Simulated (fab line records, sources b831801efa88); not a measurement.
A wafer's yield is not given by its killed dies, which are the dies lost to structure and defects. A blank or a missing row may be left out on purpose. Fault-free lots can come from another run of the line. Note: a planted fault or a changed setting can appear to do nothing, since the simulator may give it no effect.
fab line records	flow sky130
record lots=24	wafers=72	lastDay=51
route steps=708 shown CONTACT@424 METAL1@449 METAL2@485 VIA2@522 METAL4@632
lots that met no fault: from a run of the same line without faults
startH: hours from the record's opening day to when the first of the lot's shown wafers began	waitH: hours from the lot's prior step to this one	" unchanged from the row above	L1.1+2: several wafers, shown together as one row	- no value, or no start was given	* or withheld: withheld	< > ~ a bound
route shown NAME@n: NAME is a module with steps in the file, n the number in the route of the first one	usual: the fault-free wafers' mean and standard deviation	same: alike in all rows	chamber/n: place in a boat	sites: the reading at each site	_std_site: standard deviation across them	_edge_site: mean of outer sites minus mean of inner sites	radiusMm: how far each site lies from the wafer's centre	mask NAME#n: copy n	behind: tool/chamber where the wafer was last shaped	hold: what put the lot on hold/how long, in hours/how the hold closed	device: whichever transistor did not switch (one of n, p or np)	end of line: tests run on the same wafers once the route is complete	for a step that has no rows: nothing shown but its recipe	killed: the dies lost at the first sort to structure and to defects; this is not the yield of the wafer	map: a wafer's dies, marking killed ones x, the rest . and places with no die _
set.NAME: the setting the step ran with; set.NAME@STEP: the setting that earlier step ran with	model.NAME: the simulator's own value behind a step, which no gauge read
steps of the route over a sample of lots; a table a step, a row a wafer
services: a tool's chamber out of use, with start hour (startH, from the record's first day; less than 0 if before it), hours out, and reason
## steps
# step SKY_CONTACT_ETCH_18
# recipe target=Si3N4	chemistry=CHF3/O2	stopOn=TiN	sourceW=600	biasW=200	pressureMtorr=40	chf3FlowSccm=50	O2_flow_sccm=5	timeS=39	targetDepthA=750
# usual chamberPressureMTorr=40.00/0.037	drypumpMotorCurrentA=5.66/0.28	oesProductAu=0.856/0.0075	throttleValvePct=8.794/0.0095
lot.wafer	tool	chamber	startH	waitH	chamberPressureMTorr	drypumpMotorCurrentA	oesProductAu	rfHoursCounterH	throttleValvePct
L074.2	rieDiel-04	2	-	-	40.00	5.45	0.850	9	8.813
L074.3	"	0	"	"	39.99	5.46	0.847	13	8.798
L074.4	"	1	"	"	39.95	5.89	0.868	18	8.786
L075.3	rieDiel-04	3	-	-	39.98	5.46	0.845	6	8.783
L075.4	"	1	"	"	39.92	5.85	0.848	18	8.803
L075.6	"	0	"	"	39.98	5.45	0.855	-	8.798
L077.1	rieDiel-02	3	-	-	40.04	5.53	0.849	4	8.778
L077.2	"	1	"	"	40.04	5.41	0.847	18	8.793
L077.3	"	0	"	"	40.03	5.90	0.854	0	8.780
L076.2	rieDiel-02	0	-	-	39.98	5.95	0.855	1	8.803
L076.5	"	1	"	"	39.96	5.41	0.871	-	8.779
L076.6	"	2	"	"	39.94	5.62	0.861	-	8.785
L078.1	rieDiel-01	2	-	-	40.06	6.25	0.846	15	8.782
L078.4	"	0	"	"	40.02	5.91	0.853	14	8.801
L078.5	"	3	"	"	39.98	5.30	0.878	-	8.774
L079.1	rieDiel-01	1	-	-	39.94	6.06	0.864	14	8.798
L079.5	"	0	"	"	39.95	5.91	0.862	-	8.781
L079.6	"	3	"	"	40.05	5.31	0.857	-	8.788
L080.3	rieDiel-04	2	-	-	39.97	5.46	0.848	10	8.795
L080.4	"	0	"	"	40.02	5.44	0.848	14	8.791
L080.6	"	0	"	"	39.99	5.43	0.847	-	8.796
L081.1	rieDiel-02	1	-	-	39.95	5.39	0.854	19	8.795
L081.4	"	0	"	"	40.05	5.91	0.849	1	8.792
L081.6	"	1	"	"	40.02	5.37	0.863	-	8.804
L082.1	rieDiel-04	1	-	-	40.03	5.86	0.862	20	8.820
L082.2	"	3	"	"	40.01	5.44	0.856	8	8.803
L082.6	"	3	"	"	40.05	5.47	0.878	-	8.803
L083.1	rieDiel-01	1	-	-	39.95	6.03	0.854	15	8.794
L083.2	"	2	"	"	39.97	6.26	0.847	16	8.811
L083.6	"	2	"	"	40.07	6.23	0.863	-	8.807
L084.2	rieDiel-01	0	-	-	39.99	5.90	0.861	16	8.791
L084.3	"	2	"	"	39.97	6.23	0.854	16	8.799
L084.4	"	1	"	"	39.96	6.08	0.869	15	8.804
L085.2	rieDiel-02	2	-	-	39.98	5.60	0.848	3	8.815
L085.3	"	3	"	"	40.01	5.53	0.856	6	8.796
L085.5	"	2	"	"	40.03	5.61	0.856	-	8.801
L086.4	rieDiel-04	3	-	-	39.92	5.46	0.866	10	8.794
L086.5	"	1	"	"	39.98	5.88	0.861	-	8.789
L086.6	"	2	"	"	40.00	5.46	0.850	-	8.792
L087.1	rieDiel-01	1	-	-	39.98	6.05	0.854	17	8.793
L087.4	"	2	"	"	40.01	6.23	0.856	17	8.804
L087.5	"	2	"	"	40.01	6.26	0.862	-	8.801
L088.1	rieDiel-02	2	-	-	40.00	5.61	0.861	4	8.795
L088.3	"	2	"	"	39.99	5.61	0.857	-	8.798
L088.4	"	0	"	"	39.98	5.93	0.856	-	8.786
L089.1	rieDiel-04	1	-	-	39.98	5.86	0.856	22	8.804
L089.5	"	0	"	"	39.95	5.44	0.861	-	8.798
L089.6	"	3	"	"	40.05	5.46	0.865	-	8.802
L090.3	rieDiel-04	2	-	-	40.01	5.44	0.841	13	8.790
L090.4	"	0	"	"	39.94	5.46	0.853	17	8.797
L090.5	"	2	"	"	39.99	5.48	0.844	-	8.786
L091.2	rieDiel-01	2	-	-	39.92	6.23	0.859	18	8.791
L091.3	"	3	"	"	39.98	5.32	0.860	4	8.803
L091.5	"	0	"	"	39.96	5.88	0.856	-	8.799
L092.1	rieDiel-02	2	-	-	39.96	5.63	0.845	5	8.785
L092.2	"	1	"	"	40.04	5.39	0.844	21	8.779
L092.6	"	3	"	"	39.96	5.53	0.859	-	8.808
L093.1	rieDiel-04	2	-	-	40.03	5.46	0.854	13	8.785
L093.5	"	3	"	"	40.04	5.46	0.865	-	8.790
L093.6	"	2	"	"	39.97	5.48	0.849	-	8.779
L094.2	rieDiel-02	0	-	-	39.96	5.92	0.857	4	8.794
L094.4	"	2	"	"	40.00	5.58	0.870	5	8.810
L094.5	"	1	"	"	39.98	5.40	0.856	-	8.800
L096.1	rieDiel-04	0	-	-	39.97	5.45	0.853	18	8.798
L096.2	"	2	"	"	40.02	5.45	0.857	14	8.799
L096.5	"	0	"	"	40.00	5.46	0.849	-	8.802
L095.1	rieDiel-04	0	-	-	39.97	5.42	0.848	18	8.798
L095.2	"	2	"	"	39.99	5.46	0.854	14	8.817
L095.4	"	1	"	"	40.00	5.87	0.868	23	8.810
L097.1	rieDiel-01	1	-	-	39.94	6.06	0.851	17	8.801
L097.2	"	0	"	"	40.01	5.89	0.848	20	8.807
L097.4	"	2	"	"	39.99	6.23	0.853	19	8.802
# step SKY_METAL1_CD_MEAS_15
# recipe targetCdNm=140
# usual cdNm=140.0/1.2
lot.wafer	tool	chamber	startH	waitH	cdNm
L074.2	cdSem-02	-	798.19	-	140.3
L074.3	"	-	"	"	140.4
L074.4	"	-	"	"	139.4
L075.3	cdSem-01	-	800.21	-	139.3
L075.4	"	-	"	"	142.3
L075.6	"	-	"	"	141.3
L077.1	cdSem-02	-	812.68	-	141.1
L077.2	"	-	"	"	140.0
L077.3	"	-	"	"	139.3
L076.2	cdSem-02	-	817.30	-	141.9
L076.5	"	-	"	"	140.0
L076.6	"	-	"	"	141.7
L078.1	cdSem-01	-	821.43	-	141.3
L078.4	"	-	"	"	141.0
L078.5	"	-	"	"	141.1
L079.1	cdSem-02	-	830.58	-	140.2
L079.5	"	-	"	"	138.6
L079.6	"	-	"	"	140.4
L080.3	cdSem-01	-	841.17	-	140.4
L080.4	"	-	"	"	140.3
L080.6	"	-	"	"	142.3
L081.1	cdSem-01	-	846.18	-	138.7
L081.4	"	-	"	"	137.6
L081.6	"	-	"	"	137.6
L082.1	cdSem-01	-	850.83	-	138.5
L082.2	"	-	"	"	138.5
L082.6	"	-	"	"	139.2
L083.1	cdSem-01	-	861.43	-	139.9
L083.2	"	-	"	"	139.0
L083.6	"	-	"	"	138.5
L084.2	cdSem-01	-	869.40	-	140.2
L084.3	"	-	"	"	141.2
L084.4	"	-	"	"	141.7
L085.2	cdSem-01	-	877.05	-	141.6
L085.3	"	-	"	"	140.6
L085.5	"	-	"	"	139.5
L086.4	cdSem-02	-	890.64	-	139.3
L086.5	"	-	"	"	138.9
L086.6	"	-	"	"	139.1
L087.1	cdSem-01	-	896.02	-	140.6
L087.4	"	-	"	"	140.1
L087.5	"	-	"	"	139.4
L088.1	cdSem-02	-	904.28	-	138.4
L088.3	"	-	"	"	137.3
L088.4	"	-	"	"	137.5
L089.1	cdSem-01	-	908.17	-	139.7
L089.5	"	-	"	"	141.3
L089.6	"	-	"	"	140.7
L090.3	cdSem-01	-	909.12	-	139.4
L090.4	"	-	"	"	140.4
L090.5	"	-	"	"	140.9
L091.2	cdSem-01	-	915.24	-	140.3
L091.3	"	-	"	"	138.4
L091.5	"	-	"	"	139.5
L092.1	cdSem-02	-	925.93	-	140.0
L092.2	"	-	"	"	138.9
L092.6	"	-	"	"	139.2
L093.1	cdSem-02	-	930.13	-	142.0
L093.5	"	-	"	"	142.1
L093.6	"	-	"	"	139.0
L094.2	cdSem-02	-	933.64	-	140.2
L094.4	"	-	"	"	138.7
L094.5	"	-	"	"	140.2
L096.1	cdSem-02	-	943.07	-	140.0
L096.2	"	-	"	"	140.3
L096.5	"	-	"	"	139.9
L095.1	cdSem-01	-	947.97	-	140.3
L095.2	"	-	"	"	140.1
L095.4	"	-	"	"	140.3
L097.1	cdSem-01	-	952.93	-	139.9
L097.2	"	-	"	"	141.0
L097.4	"	-	"	"	140.3
# step SKY_METAL2_SPUTTER_02
# recipe material=AlCu	targetThkNm=250	powerW=10600	timeS=13.3	chamberPressurePa=0.4
# usual throttleValvePct=30.0/0.73
lot.wafer	tool	chamber	startH	waitH	throttleValvePct
L074.2	pvdSputter-03	-	828.27	0.0	30.0
L074.3	"	-	"	"	29.3
L074.4	"	-	"	"	30.5
L075.3	pvdSputter-03	-	829.89	0.0	30.7
L075.4	"	-	"	"	29.3
L075.6	"	-	"	"	29.8
L077.1	pvdSputter-02	-	842.30	0.0	29.9
L077.2	"	-	"	"	30.8
L077.3	"	-	"	"	30.0
L076.2	pvdSputter-02	-	847.28	0.0	30.0
L076.5	"	-	"	"	30.6
L076.6	"	-	"	"	30.0
L078.1	pvdSputter-03	-	851.33	0.0	30.4
L078.4	"	-	"	"	29.5
L078.5	"	-	"	"	30.6
L079.1	pvdSputter-04	-	860.57	0.0	31.1
L079.5	"	-	"	"	31.4
L079.6	"	-	"	"	29.4
L080.3	pvdSputter-03	-	870.81	0.0	30.3
L080.4	"	-	"	"	30.6
L080.6	"	-	"	"	29.3
L081.1	pvdSputter-04	-	876.03	0.0	30.1
L081.4	"	-	"	"	29.4
L081.6	"	-	"	"	31.1
L082.1	pvdSputter-04	-	880.78	0.0	29.5
L082.2	"	-	"	"	31.3
L082.6	"	-	"	"	29.9
L083.1	pvdSputter-02	-	891.91	0.0	30.8
L083.2	"	-	"	"	29.9
L083.6	"	-	"	"	28.2
L084.2	pvdSputter-02	-	898.54	0.0	28.2
L084.3	"	-	"	"	30.2
L084.4	"	-	"	"	30.6
L085.2	pvdSputter-04	-	906.55	0.0	30.9
L085.3	"	-	"	"	29.6
L085.5	"	-	"	"	29.7
L086.4	pvdSputter-03	-	920.03	0.0	29.7
L086.5	"	-	"	"	30.4
L086.6	"	-	"	"	29.2
L087.1	pvdSputter-03	-	925.67	0.0	30.5
L087.4	"	-	"	"	30.3
L087.5	"	-	"	"	30.3
L088.1	pvdSputter-04	-	933.48	0.0	29.9
L088.3	"	-	"	"	29.6
L088.4	"	-	"	"	31.0
L089.1	pvdSputter-03	-	937.18	0.0	30.6
L089.5	"	-	"	"	30.4
L089.6	"	-	"	"	29.3
L090.3	pvdSputter-02	-	938.34	0.0	30.1
L090.4	"	-	"	"	29.9
L090.5	"	-	"	"	30.9
L091.2	pvdSputter-04	-	943.64	0.0	30.8
L091.3	"	-	"	"	29.3
L091.5	"	-	"	"	30.2
L092.1	pvdSputter-03	-	954.04	0.0	29.3
L092.2	"	-	"	"	29.7
L092.6	"	-	"	"	29.7
L093.1	pvdSputter-03	-	958.85	0.0	29.1
L093.5	"	-	"	"	30.6
L093.6	"	-	"	"	30.3
L094.2	pvdSputter-03	-	961.26	0.0	29.1
L094.4	"	-	"	"	29.7
L094.5	"	-	"	"	30.3
L096.1	pvdSputter-02	-	970.48	0.0	30.2
L096.2	"	-	"	"	29.9
L096.5	"	-	"	"	30.3
L095.1	pvdSputter-03	-	976.21	0.0	29.0
L095.2	"	-	"	"	30.3
L095.4	"	-	"	"	30.1
L097.1	pvdSputter-04	-	980.54	0.0	30.9
L097.2	"	-	"	"	30.1
L097.4	"	-	"	"	31.0
# step SKY_METAL2_CD_MEAS_15
# recipe targetCdNm=140
# usual cdNm=140.3/1.6
lot.wafer	tool	chamber	startH	waitH	cdNm
L074.2	cdSem-02	-	854.70	-	140.6
L074.3	"	-	"	"	138.7
L074.4	"	-	"	"	140.8
L075.3	cdSem-01	-	857.51	-	140.3
L075.4	"	-	"	"	138.6
L075.6	"	-	"	"	139.6
L077.1	cdSem-02	-	869.08	-	139.6
L077.2	"	-	"	"	139.0
L077.3	"	-	"	"	140.9
L076.2	cdSem-01	-	873.54	-	144.6
L076.5	"	-	"	"	144.5
L076.6	"	-	"	"	144.8
L078.1	cdSem-02	-	877.33	-	138.1
L078.4	"	-	"	"	140.6
L078.5	"	-	"	"	140.8
L079.1	cdSem-02	-	887.22	-	139.7
L079.5	"	-	"	"	138.5
L079.6	"	-	"	"	140.8
L080.3	cdSem-01	-	896.71	-	138.0
L080.4	"	-	"	"	138.6
L080.6	"	-	"	"	137.7
L081.1	cdSem-02	-	902.67	-	139.8
L081.4	"	-	"	"	140.0
L081.6	"	-	"	"	139.9
L082.1	cdSem-02	-	907.18	-	138.5
L082.2	"	-	"	"	140.8
L082.6	"	-	"	"	140.2
L083.1	cdSem-02	-	918.53	-	143.5
L083.2	"	-	"	"	140.9
L083.6	"	-	"	"	140.4
L084.2	cdSem-02	-	924.33	-	138.3
L084.3	"	-	"	"	140.0
L084.4	"	-	"	"	139.2
L085.2	cdSem-02	-	931.89	-	139.6
L085.3	"	-	"	"	139.7
L085.5	"	-	"	"	138.9
L086.4	cdSem-02	-	945.64	-	142.4
L086.5	"	-	"	"	141.8
L086.6	"	-	"	"	141.5
L087.1	cdSem-02	-	951.73	-	140.1
L087.4	"	-	"	"	140.5
L087.5	"	-	"	"	139.2
L088.1	cdSem-01	-	958.76	-	140.9
L088.3	"	-	"	"	140.8
L088.4	"	-	"	"	140.8
L089.1	cdSem-01	-	962.81	-	141.3
L089.5	"	-	"	"	140.8
L089.6	"	-	"	"	140.6
L090.3	cdSem-02	-	963.71	-	141.1
L090.4	"	-	"	"	143.5
L090.5	"	-	"	"	142.9
L091.2	cdSem-01	-	968.29	-	139.5
L091.3	"	-	"	"	138.5
L091.5	"	-	"	"	139.4
L092.1	cdSem-02	-	978.71	-	138.4
L092.2	"	-	"	"	138.2
L092.6	"	-	"	"	139.3
L093.1	cdSem-02	-	983.59	-	139.3
L093.5	"	-	"	"	139.0
L093.6	"	-	"	"	138.6
L094.2	cdSem-02	-	985.79	-	139.9
L094.4	"	-	"	"	139.6
L094.5	"	-	"	"	139.5
L096.1	cdSem-02	-	994.02	-	139.2
L096.2	"	-	"	"	140.1
L096.5	"	-	"	"	139.5
L095.1	cdSem-02	-	999.19	-	142.5
L095.2	"	-	"	"	141.7
L095.4	"	-	"	"	140.7
L097.1	cdSem-01	-	1003.42	-	141.6
L097.2	"	-	"	"	142.1
L097.4	"	-	"	"	142.5
# step SKY_VIA2_ETCH_15
# recipe target=SiO2	chemistry=C4F8/O2/Ar	targetDepthNm=546	stopOn=TiN	maskMaterial=KrF-thick	sourceW=1500	biasW=1200	pressureMtorr=40	c4f8FlowSccm=withheld	O2_flow_sccm=6	Ar_flow_sccm=300	timeS=84
# usual chamberPressureMTorr=40.00/0.039	oesProductAu=0.940/0.0046
lot.wafer	tool	chamber	startH	waitH	chamberPressureMTorr	oesProductAu	rfHoursCounterH
L074.2	rieDiel-01	0	882.63	0.0	39.98	0.937	18
L074.3	"	2	"	"	39.98	0.943	18
L074.4	"	0	"	"	40.03	0.939	-
L075.3	rieDiel-03	1	885.58	0.0	40.01	0.945	7
L075.4	"	2	"	"	40.02	0.938	16
L075.6	"	1	"	"	39.98	0.946	-
L077.1	rieDiel-04	2	896.98	0.0	40.02	0.935	13
L077.2	"	0	"	"	40.02	0.944	17
L077.3	"	3	"	"	39.99	0.939	11
L076.2	rieDiel-04	1	901.83	0.0	39.94	0.938	22
L076.5	"	3	"	"	40.03	0.935	-
L076.6	"	2	"	"	40.01	0.936	-
L078.1	rieDiel-04	3	905.68	0.0	40.07	0.941	11
L078.4	"	2	"	"	40.09	0.944	13
L078.5	"	0	"	"	40.02	0.943	-
L079.1	rieDiel-03	2	915.18	0.0	39.98	0.934	17
L079.5	"	1	"	"	39.97	0.939	-
L079.6	"	2	"	"	39.99	0.941	-
L080.3	rieDiel-04	0	924.83	0.0	40.02	0.943	18
L080.4	"	2	"	"	39.99	0.935	14
L080.6	"	1	"	"	40.02	0.935	-
L081.1	rieDiel-03	3	930.38	0.0	40.01	0.942	7
L081.4	"	0	"	"	40.05	0.945	5
L081.6	"	3	"	"	39.99	0.940	-
L082.1	rieDiel-01	2	934.83	0.0	39.99	0.924	19
L082.2	"	1	"	"	40.00	0.940	18
L082.6	"	3	"	"	39.93	0.939	-
L083.1	rieDiel-04	3	946.13	0.0	40.04	0.934	12
L083.2	"	1	"	"	40.02	0.940	24
L083.6	"	0	"	"	39.96	0.931	-
L084.2	rieDiel-03	0	951.56	0.0	40.05	0.937	6
L084.3	"	2	"	"	39.97	0.935	18
L084.4	"	1	"	"	39.96	0.940	9
L085.2	rieDiel-03	3	959.33	0.0	40.01	0.942	8
L085.3	"	0	"	"	39.92	0.943	6
L085.5	"	1	"	"	40.02	0.939	-
L086.4	rieDiel-04	1	972.36	0.0	39.98	0.951	24
L086.5	"	3	"	"	40.04	0.932	-
L086.6	"	0	"	"	40.05	0.939	-
L087.1	rieDiel-01	2	978.43	0.0	40.02	0.942	21
L087.4	"	0	"	"	40.00	0.932	21
L087.5	"	2	"	"	40.01	0.943	-
L088.1	rieDiel-03	2	984.71	0.0	40.00	0.946	19
L088.3	"	3	"	"	40.02	0.938	8
L088.4	"	1	"	"	40.02	0.939	10
L089.1	rieDiel-03	2	988.61	0.0	39.95	0.941	19
L089.5	"	1	"	"	39.95	0.943	-
L089.6	"	2	"	"	40.03	0.943	-
L090.3	rieDiel-04	2	989.48	0.0	39.98	0.933	16
L090.4	"	0	"	"	39.93	0.944	20
L090.5	"	3	"	"	39.99	0.943	-
L091.2	rieDiel-03	2	993.46	0.0	40.00	0.933	19
L091.3	"	3	"	"	40.00	0.943	8
L091.5	"	2	"	"	40.02	0.943	-
L092.1	rieDiel-03	0	1003.38	0.0	39.97	0.945	7
L092.2	"	1	"	"	39.99	0.942	10
L092.6	"	2	"	"	39.97	0.942	-
L093.1	rieDiel-03	0	1007.56	0.0	39.96	0.936	7
L093.5	"	0	"	"	39.96	0.936	-
L093.6	"	2	"	"	40.00	0.939	-
L094.2	rieDiel-03	2	1009.21	0.0	40.01	0.934	20
L094.4	"	0	"	"	40.01	0.938	-
L094.5	"	1	"	"	40.05	0.941	-
L096.1	rieDiel-01	1	1017.01	0.0	40.00	0.934	20
L096.2	"	2	"	"	40.02	0.937	22
L096.5	"	2	"	"	40.07	0.941	-
L095.1	rieDiel-04	3	1020.93	0.0	39.99	0.941	15
L095.2	"	0	"	"	40.00	0.935	21
L095.4	"	3	"	"	39.99	0.943	-
L097.1	rieDiel-01	1	1025.13	0.0	40.00	0.947	20
L097.2	"	3	"	"	40.00	0.940	10
L097.4	"	0	"	"	39.99	0.941	23
# step SKY_METAL4_ETCH_16
# recipe chemistry=N2/H2	target=BARC	ionEnergyEv=200	biasW=100	pressureMtorr=30	n2FlowSccm=100	h2FlowSccm=200	icpW=500	stopOn=SiO2	timeS=88.2	targetDepthA=600
# usual chamberPressureMTorr=30.002/0.028	drypumpMotorCurrentA=5.3/0.4	oesProductAu=0.625/0.0046	throttleValvePct=13.205/0.0093
lot.wafer	tool	chamber	startH	waitH	chamberPressureMTorr	drypumpMotorCurrentA	oesProductAu	rfHoursCounterH	throttleValvePct
L074.2	rieMetal-04	1	1010.67	0.0	30.027	5.8	0.631	6.8	13.202
L074.3	"	1	"	"	29.985	5.8	0.624	-	13.218
L074.4	"	0	"	"	30.006	5.2	0.627	-	13.213
L075.3	rieMetal-04	0	1013.50	0.0	29.943	5.2	0.617	-	13.211
L075.4	"	1	"	"	30.037	5.8	0.627	-	13.207
L075.6	"	0	"	"	29.968	5.2	0.615	-	13.207
L077.1	rieMetal-03	1	1022.06	0.0	29.990	5.0	0.627	7.1	13.209
L077.2	"	0	"	"	30.033	5.4	0.626	8.5	13.200
L077.3	"	0	"	"	29.987	5.4	0.627	-	13.203
L076.2	rieMetal-03	1	1024.77	0.0	30.013	5.0	0.625	7.3	13.214
L076.5	"	1	"	"	29.974	5.0	0.626	-	13.211
L076.6	"	0	"	"	29.958	5.3	0.621	-	13.195
L078.1	rieMetal-04	0	1028.21	0.0	30.033	5.2	0.635	10.1	13.194
L078.4	"	1	"	"	29.981	5.8	0.625	-	13.224
L078.5	"	0	"	"	30.021	5.2	0.626	-	13.185
L079.1	rieMetal-03	0	1036.06	0.0	30.014	5.3	0.626	9.4	13.202
L079.5	"	0	"	"	29.993	5.3	0.624	-	13.187
L079.6	"	1	"	"	30.021	5.0	0.622	-	13.195
L080.3	rieMetal-03	0	1043.61	0.0	30.011	5.3	0.628	-	13.224
L080.4	"	1	"	"	30.022	5.0	0.629	-	13.202
L080.6	"	0	"	"	29.980	5.3	0.618	-	13.201
L081.1	rieMetal-03	0	1045.67	0.0	29.994	5.3	0.622	10.3	13.203
L081.4	"	0	"	"	30.022	5.3	0.627	-	13.221
L081.6	"	0	"	"	30.017	5.3	0.633	-	13.202
L082.1	rieMetal-02	0	1051.92	0.0	29.989	5.0	0.628	8.8	13.206
L082.2	"	1	"	"	29.957	6.1	0.617	6.8	13.198
L082.6	"	1	"	"	29.979	6.1	0.631	-	13.208
L083.1	rieMetal-02	0	1061.91	0.0	29.981	4.9	0.621	9.6	13.207
L083.2	"	1	"	"	30.022	6.1	0.626	7.5	13.208
L083.6	"	1	"	"	29.987	6.1	0.628	-	13.201
L084.2	rieMetal-03	0	1068.32	0.0	29.950	5.3	0.622	11.7	13.208
L084.3	"	1	"	"	30.063	5.0	0.631	-	13.209
L084.4	"	0	"	"	29.953	5.3	0.624	-	13.192
L085.2	rieMetal-04	1	1077.91	0.0	30.012	5.8	0.628	11.5	13.209
L085.3	"	1	"	"	30.011	5.8	0.633	-	13.201
L085.5	"	1	"	"	30.000	5.8	0.633	-	13.198
L086.4	rieMetal-04	1	1087.65	0.0	29.969	5.8	0.629	-	13.194
L086.5	"	0	"	"	29.978	5.2	0.629	-	13.194
L086.6	"	1	"	"	29.994	5.8	0.623	-	13.199
L087.1	rieMetal-02	0	1091.76	0.0	30.044	5.0	0.624	11.4	13.210
L087.4	"	0	"	"	30.027	4.9	0.620	-	13.182
L087.5	"	0	"	"	29.970	4.9	0.638	-	13.208
L088.1	rieMetal-03	0	1096.66	0.0	29.987	5.3	0.622	14.1	13.195
L088.3	"	1	"	"	29.956	5.0	0.625	-	13.202
L088.4	"	0	"	"	30.034	5.3	0.632	-	13.191
L089.1	rieMetal-03	0	1102.11	0.0	30.018	5.3	0.626	14.4	13.209
L089.5	"	0	"	"	30.005	5.3	0.624	-	13.217
L089.6	"	1	"	"	30.011	4.9	0.631	-	13.201
L090.3	rieMetal-03	0	1103.36	0.0	30.001	5.4	0.619	-	13.201
L090.4	"	1	"	"	29.983	4.9	0.620	-	13.211
L090.5	"	0	"	"	29.981	5.3	0.623	-	13.217
L091.2	rieMetal-02	1	1106.62	0.0	29.958	6.1	0.629	10.7	13.239
L091.3	"	0	"	"	29.958	4.9	0.627	-	13.208
L091.5	"	1	"	"	30.014	6.1	0.629	-	13.212
L092.1	rieMetal-04	1	1115.11	0.0	30.018	5.8	0.631	14.4	13.196
L092.2	"	0	"	"	30.030	5.2	0.622	16.6	13.204
L092.6	"	1	"	"	29.980	5.8	0.619	-	13.191
L093.1	rieMetal-02	1	1120.91	0.0	29.950	6.1	0.627	11.8	13.209
L093.5	"	0	"	"	30.021	4.9	0.618	-	13.206
L093.6	"	1	"	"	30.017	6.1	0.622	-	13.211
L094.2	rieMetal-02	1	1121.12	0.0	30.013	6.1	0.626	11.9	13.213
L094.4	"	1	"	"	30.043	6.1	0.620	-	13.190
L094.5	"	1	"	"	30.003	6.1	0.621	-	13.210
L096.1	rieMetal-03	1	1128.82	0.0	30.018	4.9	0.618	14.9	13.212
L096.2	"	0	"	"	29.989	5.3	0.622	16.3	13.210
L096.5	"	1	"	"	30.013	4.9	0.621	-	13.202
L095.1	rieMetal-03	1	1132.36	0.0	30.022	5.0	0.627	15.2	13.205
L095.2	"	0	"	"	30.010	5.3	0.623	16.5	13.186
L095.4	"	1	"	"	29.974	5.0	0.632	-	13.201
L097.1	rieMetal-03	0	1135.02	0.0	30.044	5.3	0.629	16.8	13.193
L097.2	"	1	"	"	30.005	4.9	0.625	15.4	13.208
L097.4	"	1	"	"	29.990	4.9	0.627	-	13.207
## services
tool	chamber	startH	hours	kind
rieDiel-03	1	754.83	3.0	repair
rieDiel-03	-	794.82	28.1	pm
rieDiel-03	0	826.54	25.3	repair
rieDiel-03	3	828.75	10.5	repair
rieDiel-03	1	834.02	8.3	repair
pvdSputter-03	-	858.97	9.0	repair
rieDiel-01	1	874.72	30.3	repair
rieDiel-01	2	893.18	16.8	repair
rieDiel-03	1	903.36	2.0	repair
pvdSputter-03	-	922.83	1.7	repair
pvdSputter-03	-	972.80	3.2	repair
rieDiel-04	0	978.09	6.8	repair
rieDiel-04	2	980.28	8.7	repair
pvdSputter-03	-	996.23	3.2	repair
rieDiel-03	3	1002.08	14.8	repair
rieDiel-04	2	1005.42	19.4	repair
pvdSputter-03	-	1031.74	4.6	repair
rieMetal-03	-	1061.44	1.4	pm
pvdSputter-03	-	1066.05	5.7	repair
rieDiel-01	3	1081.72	10.1	repair
rieDiel-03	0	1102.90	1.5	repair
pvdSputter-03	-	1107.05	1.1	repair
pvdSputter-03	-	1125.57	0.8	repair
pvdSputter-03	-	1131.26	2.5	repair
## key
fault none
